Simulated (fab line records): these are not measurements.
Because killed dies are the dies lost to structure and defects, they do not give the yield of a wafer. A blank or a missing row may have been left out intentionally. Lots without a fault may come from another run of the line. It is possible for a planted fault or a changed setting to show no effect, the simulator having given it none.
Which tool was responsible? + flow gf180mcu + 10 lots, 30 wafers sampled, at 4 steps of a route of 602

== WHAT THE GAUGES READ, wafer by wafer ==
GF_VT_IMPLANT_OVL_MEAS_40.
| lot  | measured     | on         | VT_IMPLANT_03_OVL (nm) |
|------|--------------|------------|------------------------|
| L867 | day 7 20:13  | overlay-01 | -0.4 -1.7 -0.7         |
| L868 | day 8 00:46  | overlay-02 | 0.3 -0.2 -1.1          |
| L869 | day 8 04:28  | overlay-02 | 2.1 0.7 -0.1           |
| L870 | day 8 19:40  | overlay-01 | 2.5 0.7 1.6            |
| L871 | day 8 19:58  | overlay-02 | -0.1 0.0 -1.2          |
| L872 | day 9 00:59  | overlay-02 | -1.3 -1.4 -1.6         |
| L880 | day 11 06:52 | overlay-02 | 0.5 -0.4 -1.5          |
| L881 | day 11 10:28 | overlay-01 | 0.3 -0.3 0.5           |
| L883 | day 12 01:34 | overlay-02 | 0.4 -0.4 -0.1          |
| L890 | day 14 02:19 | overlay-02 | 1.9 1.5 1.2            |

GF_POLY_GATE_THK_MEAS_17.
| lot  | measured     | on           | POLY_GATE_OXIDATION_THK (nm) |
|------|--------------|--------------|------------------------------|
| L867 | day 9 13:43  | filmMetro-02 | 4.07 3.96 4.04               |
| L868 | day 9 17:20  | filmMetro-03 | 4.03 3.93 3.89               |
| L869 | day 10 00:29 | filmMetro-04 | 4.03 4.02 4.00               |
| L870 | day 10 13:44 | filmMetro-03 | 3.99 4.06 3.97               |
| L871 | day 10 16:23 | filmMetro-04 | 3.94 4.00 3.87               |
| L872 | day 10 20:06 | filmMetro-03 | 3.96 3.86 4.01               |
| L880 | day 13 05:01 | filmMetro-02 | 4.00 3.87 3.92               |
| L881 | day 13 10:22 | filmMetro-02 | 3.98 4.01 4.05               |
| L883 | day 14 01:02 | filmMetro-03 | 4.11 3.99 4.05               |
| L890 | day 16 04:40 | filmMetro-02 | 3.89 4.04 4.02               |

== WHAT TOOL EACH LOT RAN ON (gives the tool, then ch and the chambers of the sampled wafers, and finally the start) ==
| lot  | GF_POLY_GATE_ETCH_12              | GF_POLY_GATE_ETCH_13            |
|------|-----------------------------------|---------------------------------|
| L867 | rieDiel-04 ch 0,1,2, day 9 12:04  | rieSi-02 ch 2,3, day 9 12:07    |
| L868 | rieDiel-04 ch 1,2,3, day 9 15:49  | rieSi-02 ch 0,1,2, day 9 15:52  |
| L869 | rieDiel-01 ch 0,2, day 9 21:45    | rieSi-02 ch 1,3, day 9 21:48    |
| L870 | rieDiel-04 ch 0,3, day 10 12:13   | rieSi-01 ch 2,3, day 10 12:16   |
| L871 | rieDiel-03 ch 1,3, day 10 14:12   | rieSi-02 ch 0,1,2, day 10 14:15 |
| L872 | rieDiel-04 ch 0,2, day 10 18:28   | rieSi-02 ch 2,3, day 10 18:31   |
| L880 | rieDiel-04 ch 0,1,3, day 13 02:36 | rieSi-01 ch 1,2,3, day 13 02:39 |
| L881 | rieDiel-03 ch 0,2,3, day 13 08:45 | rieSi-01 ch 0,1,2, day 13 08:48 |
| L883 | rieDiel-03 ch 1,2, day 13 22:27   | rieSi-02 ch 0,1, day 13 22:30   |
| L890 | rieDiel-01 ch 1,2,3, day 16 03:09 | rieSi-01 ch 1,2,3, day 16 03:12 |
- GF_POLY_GATE_ETCH_12: etches BARC in N2/H2.
- GF_POLY_GATE_ETCH_13: etches poly-Si in HBr/Cl2, stops on SiO2, target depth 198.5 nm, time 69.6 s.

== WHAT THE TOOLS THEMSELVES READ (means of the sampled wafers that have a number; where no wafer has one, the mark that the record gives instead) ==
GF_POLY_GATE_ETCH_12.
| lot  | tool       | drypumpMotorCurrentA (A) | oesProductAu (a.u.) | rfFwdPowerW (W) | throttleValvePct (%) |
|------|------------|--------------------------|---------------------|-----------------|----------------------|
| L867 | rieDiel-04 | 5.7                      | 0.729               | 497.4           | 13.218               |
| L868 | rieDiel-04 | 6.0                      | 0.736               | 495.4           | 13.215               |
| L869 | rieDiel-01 | 5.3                      | 0.734               | 494.7           | 13.213               |
| L870 | rieDiel-04 | 5.8                      | 0.730               | 496.4           | 13.215               |
| L871 | rieDiel-03 | 5.2                      | 0.736               | 497.3           | 13.206               |
| L872 | rieDiel-04 | 5.7                      | 0.730               | 497.1           | 13.212               |
| L880 | rieDiel-04 | 5.8                      | 0.734               | 496.9           | 13.214               |
| L881 | rieDiel-03 | 5.5                      | 0.737               | 496.0           | 13.219               |
| L883 | rieDiel-03 | 5.1                      | 0.736               | 495.5           | 13.204               |
| L890 | rieDiel-01 | 5.8                      | 0.744               | 496.0           | 13.213               |

GF_POLY_GATE_ETCH_13.
| lot  | tool     | drypumpMotorCurrentA (A) | oesProductAu (a.u.) | rfFwdPowerW (W) | throttleValvePct (%) |
|------|----------|--------------------------|---------------------|-----------------|----------------------|
| L867 | rieSi-02 | 5.69                     | 0.988               | 396.5           | 33.682               |
| L868 | rieSi-02 | 5.74                     | 0.985               | 397.5           | 33.686               |
| L869 | rieSi-02 | 6.04                     | 0.995               | 395.9           | 33.683               |
| L870 | rieSi-01 | 6.37                     | 0.978               | 397.1           | 33.688               |
| L871 | rieSi-02 | 5.76                     | 0.985               | 396.7           | 33.688               |
| L872 | rieSi-02 | 5.89                     | 0.992               | 398.0           | 33.686               |
| L880 | rieSi-01 | 6.27                     | 1.004               | 460.4           | 33.689               |
| L881 | rieSi-01 | 6.20                     | 0.997               | 461.5           | 33.692               |
| L883 | rieSi-02 | 5.90                     | 0.996               | 395.6           | 33.685               |
| L890 | rieSi-01 | 6.27                     | 0.984               | 396.6           | 33.680               |

== THE ANSWER, worked out from the rows above alone ==
Rule: what is usual is taken from the lots themselves. Put in order of their means at a reading, lots are off if they are a third of the lots or fewer, leave a main group of 4 or more, and stand apart from it by a gap of 3 or more times the standard deviation of the main group's means; of several such gaps the widest counts. Not used: any main group whose means are identical at the precision the tables above print for the reading. A lot without any number at a reading at which 4 lots or more have one is off too. All remaining lots with rows at the step are treated as sound. Order of review: gauges by route order, followed by the tools' own readings, for which a lot's mean as printed above is used. The first step at which some lot is off is used, and at that step the reading that is off furthest; a lot without a number counts as furthest.
Off, at GF_POLY_GATE_ETCH_13 on rfFwdPowerW: L880, L881. The main group has a mean of 396.7 W with a standard deviation of 0.74.
If a tool, at that step or one of the process steps before it, ran each lot that is off and ran no sound lot following the first of them, it fits. Not one of the candidates tried fits.

== WHAT THE SIMULATOR PUT IN ==
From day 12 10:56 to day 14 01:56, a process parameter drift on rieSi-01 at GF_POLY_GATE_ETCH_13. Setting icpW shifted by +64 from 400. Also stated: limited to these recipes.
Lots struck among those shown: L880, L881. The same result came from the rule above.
